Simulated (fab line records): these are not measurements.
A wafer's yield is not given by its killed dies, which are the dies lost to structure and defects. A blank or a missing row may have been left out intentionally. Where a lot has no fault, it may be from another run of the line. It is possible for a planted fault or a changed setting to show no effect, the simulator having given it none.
fab line records	flow sky130
record: lots: 6	wafers: 18	last_day: 50
route steps=708 shown LDD_P@263 LDD_HVN@267 LDD_HVP@278 PAD_OPEN@708
lots untouched by any fault: they come from a run of this same line in which no faults occurred
start_h: hours from the record's first day to the start of the lot's first wafer shown	wait_h: hours since the lot's step before	" repeats the value in the row above	L1.1+2: a row that stands for several wafers	- no value, or no start was given	* or withheld: withheld	< > ~ a bound
route shown NAME@n: NAME is a module with steps in the file, n the number in the route of the first one	usual: average and standard deviation across the fault-free wafers	same: alike in all rows	chamber/n: place in a boat	sites: each site's reading	_std_site: standard deviation of those values	_edge_site: outer sites' mean less inner sites'	radius_mm: for every site, how far away it sits from the centre of the wafer	mask NAME#n: copy n	behind: the tool/chamber that last shaped the wafer	hold: the reason the lot was held/the length of the hold in hours/how it ended	device: whichever transistor did not switch (one of n, p or np)	end of line: the same wafers' tests at the end of the route	a step with no rows: only its recipe	killed: the dies lost at the first sort to structure and to defects; this is not the yield of the wafer	map: a wafer's dies, x killed, . not, _ none there
set.NAME: the setting that was run; set.NAME@STEP: the one run at that earlier step	model.NAME: the simulator's own value behind a step, which no gauge read
certain route steps with their lots: each step a table, each wafer a row
services: when a tool's chamber went out of use (start_h, in hours from the record's first day, below 0 if earlier), for how many hours, and the reason
== steps ==
step: SKY_LDD_P_OVL_MEAS_08
usual: LDD_P_OVL: -0.5/1.4
lot.wafer	tool	chamber	start_h	wait_h	LDD_P_OVL[nm]
L731.1	overlay-02	-	466.74	0.1	-0.7
L731.2	"	-	"	"	-1.6
L731.3	"	-	"	"	-1.2
L733.1	overlay-01	-	487.49	0.1	-0.5
L733.3	"	-	"	"	-1.7
L733.5	"	-	"	"	-1.9
L735.1	overlay-02	-	506.23	0.1	1.0
L735.3	"	-	"	"	1.4
L735.4	"	-	"	"	1.7
L736.1	overlay-02	-	514.39	0.1	-0.6
L736.4	"	-	"	"	0.1
L736.5	"	-	"	"	0.0
L744.1	overlay-02	-	581.08	0.1	0.8
L744.2	"	-	"	"	-0.7
L744.4	"	-	"	"	-1.0
L751.1	overlay-01	-	632.83	0.1	0.5
L751.2	"	-	"	"	0.1
L751.6	"	-	"	"	1.2
step: SKY_LDD_P_IMPLANT_09
recipe: species: BF2	energy_kev: 25	dose_cm2: 1e+13	tilt_deg: withheld
step: SKY_LDD_P_STRIP_10
recipe: chemistry: O2/N2	power_w: 1400	pressure_mtorr: 1500	platen_temp_c: withheld	o2_flow_sccm: 3000	n2_flow_sccm: 300	overash_fraction: 0.5
usual: chamber_pressure_mTorr: 1499.9/1.4	drypump_motor_current_A: 5.7/0.49	oes_product_au: 0.716/0.0047	strip_time_to_endpoint_s: 14.17/0.039
same: overash_fraction: 0.5
lot.wafer	tool	chamber	start_h	wait_h	chamber_pressure_mTorr	drypump_motor_current_A	oes_product_au	rf_hours_counter_h	strip_time_to_endpoint_s
L731.1	plasma_asher-02	1	466.93	0.1	1500.8	6.0	0.713	80	14.18
L731.2	"	0	"	"	1499.8	5.4	0.715	80	14.21
L731.3	"	1	"	"	1500.6	6.1	0.713	-	14.20
L733.1	plasma_asher-02	0	487.68	0.1	1503.0	5.4	0.713	82	14.23
L733.3	"	0	"	"	1498.2	5.4	0.718	-	14.25
L733.5	"	0	"	"	1500.0	5.4	0.720	-	14.23
L735.1	plasma_asher-01	1	506.42	0.1	1501.6	6.5	0.714	37	14.09
L735.3	"	1	"	"	1502.5	6.5	0.713	-	14.14
L735.4	"	0	"	"	1499.7	5.3	0.710	-	14.11
L736.1	plasma_asher-04	0	514.57	0.1	1501.0	5.0	0.722	66	14.14
L736.4	"	1	"	"	1500.6	5.7	0.713	-	14.16
L736.5	"	0	"	"	1496.9	5.0	0.717	-	14.14
L744.1	plasma_asher-02	1	581.27	0.1	1501.7	6.0	0.715	91	14.20
L744.2	"	0	"	"	1500.9	5.4	0.715	91	14.15
L744.4	"	0	"	"	1499.0	5.4	0.727	-	14.16
L751.1	plasma_asher-01	1	633.02	0.1	1500.4	6.5	0.717	50	14.17
L751.2	"	0	"	"	1499.8	5.3	0.712	50	14.23
L751.6	"	1	"	"	1499.2	6.5	0.718	-	14.16
step: SKY_LDD_P_TW_MEAS_11
usual: LDD_P_TW: 639/5
lot.wafer	tool	chamber	start_h	wait_h	LDD_P_TW
L731.1	film_metro-02	-	467.03	0.1	632
L731.2	"	-	"	"	629
L731.3	"	-	"	"	627
L733.1	film_metro-03	-	487.78	0.1	640
L733.3	"	-	"	"	638
L733.5	"	-	"	"	641
L735.1	film_metro-02	-	506.52	0.1	635
L735.3	"	-	"	"	632
L735.4	"	-	"	"	634
L736.1	film_metro-01	-	514.67	0.1	649
L736.4	"	-	"	"	642
L736.5	"	-	"	"	650
L744.1	film_metro-02	-	581.37	0.1	642
L744.2	"	-	"	"	641
L744.4	"	-	"	"	646
L751.1	film_metro-02	-	633.12	0.1	638
L751.2	"	-	"	"	639
L751.6	"	-	"	"	639
step: SKY_LDD_HVN_DEHYDRATE_00
recipe: temp_c: 200	time_s: 60
step: SKY_LDD_HVN_HMDS_01
recipe: prime_time_s: 60	prime_temp_c: 120
step: SKY_LDD_HVN_COAT_02
recipe: resist: NOVOLAK	spin_rpm: 3000	resist_thk_nm: 300
step: SKY_LDD_HVN_SOFTBAKE_03
recipe: temp_c: 90	time_s: 60	resist: NOVOLAK
step: SKY_LDD_HVN_EXPOSE_04
recipe: mask_id: HVNTM	na: 0.6	source_shape: conventional	sigma_outer: 0.6	polarization: unpolarized	target_cd_nm: 700	dose_mj: 127
step: SKY_LDD_HVN_PEB_05
recipe: temp_c: withheld	time_s: *	resist: NOVOLAK
step: SKY_LDD_HVN_DEVELOP_06
recipe: resist: NOVOLAK	developer: TMAH	develop_time_s: 60	dev_temp_c: 23
step: SKY_LDD_HVN_OVL_MEAS_07
usual: LDD_HVN_OVL: -0.3/1.6
lot.wafer	tool	chamber	start_h	wait_h	LDD_HVN_OVL[nm]
L731.1	overlay-02	-	497.06	0.1	0.1
L731.2	"	-	"	"	1.2
L731.3	"	-	"	"	0.5
L733.1	overlay-01	-	518.31	0.1	-0.1
L733.3	"	-	"	"	-0.1
L733.5	"	-	"	"	-0.2
L735.1	overlay-02	-	537.61	0.1	-2.0
L735.3	"	-	"	"	-1.3
L735.4	"	-	"	"	-1.3
L736.1	overlay-01	-	550.66	0.1	0.5
L736.4	"	-	"	"	0.7
L736.5	"	-	"	"	0.2
L744.1	overlay-02	-	610.30	0.1	-2.0
L744.2	"	-	"	"	-1.3
L744.4	"	-	"	"	-1.3
L751.1	overlay-02	-	661.77	0.1	1.4
L751.2	"	-	"	"	0.7
L751.6	"	-	"	"	0.4
step: SKY_LDD_HVN_IMPLANT_08
recipe: species: P	energy_kev: 60	dose_cm2: 2.957e+13	tilt_deg: 40
usual: faraday_current_uA: 167/3.6	tilt_deg: 39.998/0.022
lot.wafer	tool	chamber	start_h	wait_h	faraday_current_uA	tilt_deg
L731.1	implanter-03	0	497.10	0.0	171	40.028
L731.2	"	0	"	"	164	40.018
L731.3	"	0	"	"	163	40.008
L733.1	implanter-01	0	518.35	0.0	163	39.945
L733.3	"	0	"	"	164	39.953
L733.5	"	0	"	"	168	39.982
L735.1	implanter-03	0	537.65	0.0	166	0.019
L735.3	"	0	"	"	169	0.016
L735.4	"	0	"	"	166	0.017
L736.1	implanter-03	0	550.71	0.0	168	-0.017
L736.4	"	0	"	"	167	-0.006
L736.5	"	0	"	"	165	0.002
L744.1	implanter-03	0	610.34	0.0	167	39.961
L744.2	"	0	"	"	169	40.005
L744.4	"	0	"	"	163	39.992
L751.1	implanter-03	0	661.80	0.0	159	39.968
L751.2	"	0	"	"	166	39.963
L751.6	"	0	"	"	170	40.016
step: SKY_LDD_HVN_STRIP_09
recipe: chemistry: O2/N2	power_w: 1400	pressure_mtorr: 1500	platen_temp_c: withheld	o2_flow_sccm: 3000	n2_flow_sccm: 300	overash_fraction: 0.5
usual: chamber_pressure_mTorr: 1499.9/1.4	drypump_motor_current_A: 5.7/0.47	oes_product_au: 0.408/0.0041	strip_time_to_endpoint_s: 4.135/0.016
same: overash_fraction: 0.5
lot.wafer	tool	chamber	start_h	wait_h	chamber_pressure_mTorr	drypump_motor_current_A	oes_product_au	rf_hours_counter_h	strip_time_to_endpoint_s
L731.1	plasma_asher-01	0	497.25	0.1	1498.6	5.3	0.413	36	4.130
L731.2	"	1	"	"	1498.9	6.5	0.414	36	4.144
L731.3	"	0	"	"	1497.0	5.3	0.406	-	4.118
L733.1	plasma_asher-01	1	518.50	0.1	1500.6	6.5	0.409	38	4.125
L733.3	"	1	"	"	1500.5	6.5	0.413	-	4.129
L733.5	"	0	"	"	1499.0	5.3	0.413	-	4.120
L735.1	plasma_asher-02	1	537.80	0.1	1499.3	6.0	0.406	87	4.156
L735.3	"	0	"	"	1501.3	5.4	0.408	-	4.172
L735.4	"	1	"	"	1500.8	6.0	0.409	-	4.140
L736.1	plasma_asher-02	0	550.86	0.1	1500.4	5.4	0.416	88	4.145
L736.4	"	0	"	"	1497.9	5.4	0.406	-	4.149
L736.5	"	1	"	"	1501.6	6.0	0.407	-	4.154
L744.1	plasma_asher-02	1	610.49	0.1	1501.9	6.0	0.406	94	4.157
L744.2	"	0	"	"	1499.2	5.4	0.403	94	4.121
L744.4	"	1	"	"	1502.1	6.0	0.410	-	4.155
L751.1	plasma_asher-02	1	661.95	0.1	1499.9	6.1	0.413	99	4.134
L751.2	"	0	"	"	1501.0	5.4	0.411	99	4.123
L751.6	"	0	"	"	1498.9	5.4	0.408	-	4.131
step: SKY_LDD_HVN_TW_MEAS_10
usual: LDD_HVN_TW: 1437/7
lot.wafer	tool	chamber	start_h	wait_h	LDD_HVN_TW
L731.1	film_metro-01	-	497.35	0.1	1441
L731.2	"	-	"	"	1448
L731.3	"	-	"	"	1447
L733.1	film_metro-02	-	518.60	0.1	1438
L733.3	"	-	"	"	1433
L733.5	"	-	"	"	1422
L735.1	film_metro-02	-	537.90	0.1	1274
L735.3	"	-	"	"	1269
L735.4	"	-	"	"	1269
L736.1	film_metro-04	-	550.96	0.1	1279
L736.4	"	-	"	"	1280
L736.5	"	-	"	"	1278
L744.1	film_metro-04	-	610.59	0.1	1444
L744.2	"	-	"	"	1442
L744.4	"	-	"	"	1437
L751.1	film_metro-02	-	662.05	0.1	1431
L751.2	"	-	"	"	1433
L751.6	"	-	"	"	1434
step: SKY_LDD_HVP_DEHYDRATE_00
recipe: temp_c: 200	time_s: 60
step: SKY_PAD_OPEN_PROBE_99
usual: killed_at_M0_to_M3: 42/7.2	killed_at_M4_up: 3.5/1.8	killed_at_contacts: 25/5.7	killed_at_front_end: 16/4.6	killed_at_other: 0.2/0.41	killed_dies: 86/9.3	killed_open: 47/6.3	killed_short: 39/5.9
same: gross_dies: 492	killed_at_back_side: 0
lot.wafer	tool	chamber	start_h	wait_h	killed_at_M0_to_M3	killed_at_M4_up	killed_at_contacts	killed_at_front_end	killed_at_other	killed_dies	killed_open	killed_short	model.etest.tip_n_5v.rs_ohm_sq	model.etest.nfet_g5v0d10v5.r_on_ohm_um	model.etest.nfet_g5v0d10v5.drive_ua_um	model.etest.res_ndiff_hv.rs_ohm_sq	model.etest.ring_5v.delay_ps	model.etest.nfet_g5v0d10v5.vt_sat_v
L731.1	prober-02	-	1101.09	0.1	43	2	30	17	0	92	55	37	1392	1878	612.4	113.9	44.48	0.7557
L731.2	prober-02	-	1101.14	0.1	52	8	29	13	0	102	61	41	1378	1866	615.1	114.1	44.09	0.7688
L731.3	prober-02	-	1101.19	0.2	39	4	30	12	0	85	59	26	1377	1867	605.9	113.4	44.45	0.7658
L733.1	prober-02	-	1114.39	0.1	35	6	36	14	0	91	57	34	1426	1881	609.7	114.3	44.84	0.7611
L733.3	prober-02	-	1114.49	0.2	48	5	26	28	1	108	58	50	1439	1906	595.5	114.2	45.52	0.7756
L733.5	prober-02	-	1114.59	0.2	43	3	32	13	0	91	57	34	1435	1897	602.3	114.1	44.47	0.7773
L735.1	prober-02	-	1125.62	0.1	43	5	23	12	1	84	49	35	996.2	1837	621	111.8	43.91	0.7524
L735.3	prober-02	-	1125.72	0.2	38	0	35	19	0	92	51	41	1001	1824	616.4	112.4	44.48	0.7503
L735.4	prober-02	-	1125.77	0.2	33	2	28	20	0	83	50	33	997.9	1848	620.1	111.8	44.32	0.7455
L736.1	prober-01	-	1131.63	0.1	37	6	35	13	1	92	51	41	1010	1796	626.8	107.9	44.37	0.7499
L736.4	prober-01	-	1131.78	0.2	33	9	30	10	0	82	45	37	998.6	1824	619.9	109.2	44.06	0.747
L736.5	prober-01	-	1131.83	0.2	40	5	33	29	0	107	56	51	1012	1824	623.5	109.1	44.02	0.7432
L744.1	prober-01	-	1171.65	0.1	45	3	34	13	0	95	52	43	1385	1869	610.2	114.1	44.65	0.7709
L744.2	prober-01	-	1171.70	0.1	45	5	25	15	0	90	43	47	1377	1850	613.2	113.6	44.27	0.7623
L744.4	prober-01	-	1171.80	0.2	38	5	30	13	0	86	49	37	1376	1889	601.7	114.9	44.59	0.7731
L751.1	prober-02	-	1200.62	0.1	29	3	19	11	0	62	38	24	1403	1860	594.8	112.4	44.91	0.7798
L751.2	prober-02	-	1200.67	0.1	28	4	26	14	0	72	42	30	1408	1890	597.2	113.6	45.15	0.7669
L751.6	prober-02	-	1200.87	0.2	18	4	22	16	0	60	34	26	1400	1871	612.5	111.8	44.54	0.749
killed by level:class
L731.1 CONTACT:geometric_particle:open=15 VIA1:geometric_particle:open=11 LI_CONTACT:geometric_particle:open=7 METAL2:geometric_particle:short=7 POLY_GATE:geometric_particle:open=5 VIA3:geometric_particle:open=5 FIELD_ISO:geometric_particle:open=4 LOCAL_INTERCONNECT:geometric_particle:short=4
L731.2 CONTACT:geometric_particle:open=15 VIA1:geometric_particle:open=13 VIA3:geometric_particle:open=10 VIA1:geometric_particle:short=7 METAL4:geometric_particle:short=6 VIA2:geometric_particle:open=6 FIELD_ISO:geometric_particle:open=5 LI_CONTACT:geometric_particle:open=4
L731.3 CONTACT:geometric_particle:open=14 VIA1:geometric_particle:open=12 VIA3:geometric_particle:open=10 LI_CONTACT:geometric_particle:open=6 CONTACT:geometric_particle:short=5 LI_CONTACT:geometric_particle:short=4 VIA1:geometric_particle:short=4 METAL2:geometric_particle:short=4
L733.1 LI_CONTACT:geometric_particle:open=13 CONTACT:geometric_particle:open=13 VIA1:geometric_particle:open=10 FIELD_ISO:geometric_particle:open=6 VIA2:geometric_particle:open=6 POLY_GATE:geometric_particle:short=5 VIA3:geometric_particle:open=5 LI_CONTACT:geometric_particle:short=4
L733.3 VIA1:geometric_particle:open=12 CONTACT:geometric_particle:open=10 FIELD_ISO:geometric_particle:open=9 VIA2:geometric_particle:open=9 VIA3:geometric_particle:short=8 FIELD_ISO:geometric_particle:short=5 LOCAL_INTERCONNECT:geometric_particle:short=5 VIA1:geometric_particle:short=5
L733.5 VIA1:geometric_particle:open=15 CONTACT:geometric_particle:open=15 CONTACT:geometric_particle:short=7 VIA2:geometric_particle:open=7 VIA3:geometric_particle:open=7 LI_CONTACT:geometric_particle:open=5 VIA2:geometric_particle:short=5 FIELD_ISO:geometric_particle:short=4
L735.1 VIA1:geometric_particle:open=12 CONTACT:geometric_particle:open=9 VIA3:geometric_particle:open=7 VIA2:geometric_particle:open=5 CONTACT:geometric_particle:short=5 LOCAL_INTERCONNECT:geometric_particle:short=4 METAL1:geometric_particle:short=4 METAL4:geometric_particle:short=4
L735.3 CONTACT:geometric_particle:open=19 VIA1:geometric_particle:open=9 FIELD_ISO:geometric_particle:short=8 LI_CONTACT:geometric_particle:short=6 VIA3:geometric_particle:open=5 LI_CONTACT:geometric_particle:open=5 METAL2:geometric_particle:short=5 VIA2:geometric_particle:open=5
L735.4 CONTACT:geometric_particle:open=17 VIA1:geometric_particle:open=13 POLY_GATE:geometric_particle:short=9 LI_CONTACT:geometric_particle:open=6 VIA1:geometric_particle:short=4 POLY_GATE:geometric_particle:open=3 CONTACT:geometric_particle:short=3 METAL1:geometric_particle:short=3
L736.1 CONTACT:geometric_particle:open=14 CONTACT:geometric_particle:short=9 VIA1:geometric_particle:open=9 LI_CONTACT:geometric_particle:open=8 METAL1:geometric_particle:short=7 VIA3:geometric_particle:open=5 VIA2:geometric_particle:open=5 FIELD_ISO:geometric_particle:short=4
L736.4 LI_CONTACT:geometric_particle:open=9 CONTACT:geometric_particle:open=9 METAL4:geometric_particle:short=8 VIA1:geometric_particle:open=7 VIA1:geometric_particle:short=6 VIA3:geometric_particle:open=6 CONTACT:geometric_particle:short=5 VIA2:geometric_particle:open=5
L736.5 CONTACT:geometric_particle:open=14 POLY_GATE:geometric_particle:short=10 VIA3:geometric_particle:open=7 VIA1:geometric_particle:open=7 FIELD_ISO:geometric_particle:open=6 FIELD_ISO:geometric_particle:short=6 POLY_GATE:geometric_particle:open=5 LI_CONTACT:geometric_particle:open=5
L744.1 CONTACT:geometric_particle:open=14 VIA1:geometric_particle:open=13 LI_CONTACT:geometric_particle:open=7 VIA1:geometric_particle:short=7 VIA2:geometric_particle:open=7 CONTACT:geometric_particle:short=6 METAL2:geometric_particle:short=6 FIELD_ISO:geometric_particle:short=4
L744.2 VIA2:geometric_particle:open=8 VIA3:geometric_particle:open=7 VIA1:geometric_particle:open=7 LI_CONTACT:geometric_particle:short=6 LI_CONTACT:geometric_particle:open=6 CONTACT:geometric_particle:open=6 VIA1:geometric_particle:short=6 VIA3:geometric_particle:short=6
L744.4 LI_CONTACT:geometric_particle:open=10 CONTACT:geometric_particle:open=9 VIA3:geometric_particle:open=7 VIA3:geometric_particle:short=7 VIA1:geometric_particle:open=6 VIA2:geometric_particle:open=6 POLY_GATE:geometric_particle:open=5 POLY_GATE:geometric_particle:short=4
L751.1 VIA1:geometric_particle:open=8 LI_CONTACT:geometric_particle:open=7 CONTACT:geometric_particle:open=5 VIA3:geometric_particle:open=5 FIELD_ISO:geometric_particle:open=4 POLY_GATE:geometric_particle:open=4 LI_CONTACT:geometric_particle:short=4 VIA2:geometric_particle:open=4
L751.2 VIA2:geometric_particle:open=9 LI_CONTACT:geometric_particle:open=8 CONTACT:geometric_particle:short=8 VIA1:geometric_particle:open=8 CONTACT:geometric_particle:open=7 POLY_GATE:geometric_particle:short=6 METAL1:geometric_particle:short=5 FIELD_ISO:geometric_particle:short=4
L751.6 VIA3:geometric_particle:open=7 LI_CONTACT:geometric_particle:open=6 CONTACT:geometric_particle:open=6 FIELD_ISO:geometric_particle:open=4 POLY_GATE:geometric_particle:short=4 LOCAL_INTERCONNECT:geometric_particle:short=4 METAL4:geometric_particle:short=4 LI_CONTACT:geometric_particle:short=3
== services ==
tool	chamber	start_h	hours	kind
implanter-03	-	443.94	2.1	repair
implanter-03	-	485.52	2.2	repair
implanter-03	-	488.03	5.3	repair
implanter-03	-	512.14	2.9	repair
plasma_asher-02	-	514.04	2.8	pm
implanter-03	-	546.38	0.9	repair
implanter-03	-	557.73	1.8	repair
implanter-01	-	570.87	5.2	repair
implanter-03	-	573.77	2.0	repair
implanter-01	-	577.88	3.2	pm
implanter-03	-	615.42	5.5	pm
plasma_asher-02	-	620.27	6.6	repair
plasma_asher-02	-	621.19	0.5	repair
implanter-03	-	657.58	2.4	repair
== key ==
first_sign: step: SKY_LDD_HVN_IMPLANT_08	reading: tilt_deg	direction: down	sigmas: 99+	usual: *	struck: *
effect: step: SKY_LDD_HVN_TW_MEAS_10	reading: LDD_HVN_TW	direction: down	sigmas: 23	usual: 1437	struck: 1275
model_effect: step: SKY_PAD_OPEN_PROBE_99	value: etest.tip_n_5v.rs_ohm_sq	without: 1414	struck: 1003
met_at SKY_LDD_HVN_IMPLANT_08
struck_wafers L735.1,L735.3,L735.4,L736.1,L736.4,L736.5
tester_left_out L735,L736
onset_between 497.10 537.65
fault: kind: process_parameter_drift	tool: implanter-03	chamber: -	onset_h: 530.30	steps: SKY_LDD_HVN_IMPLANT_08	channel: tilt_deg	offset: *	shape: step	end_h: 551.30	acts_in: *	stated: *
tester_left_out: of these lots the tester's yield and bins aren't shown, on N5 and GAA mostly nor the transistor test; their killed dies are dies lost to structure and defects alone, not to doping, threshold or leakage, so they don't give the yield
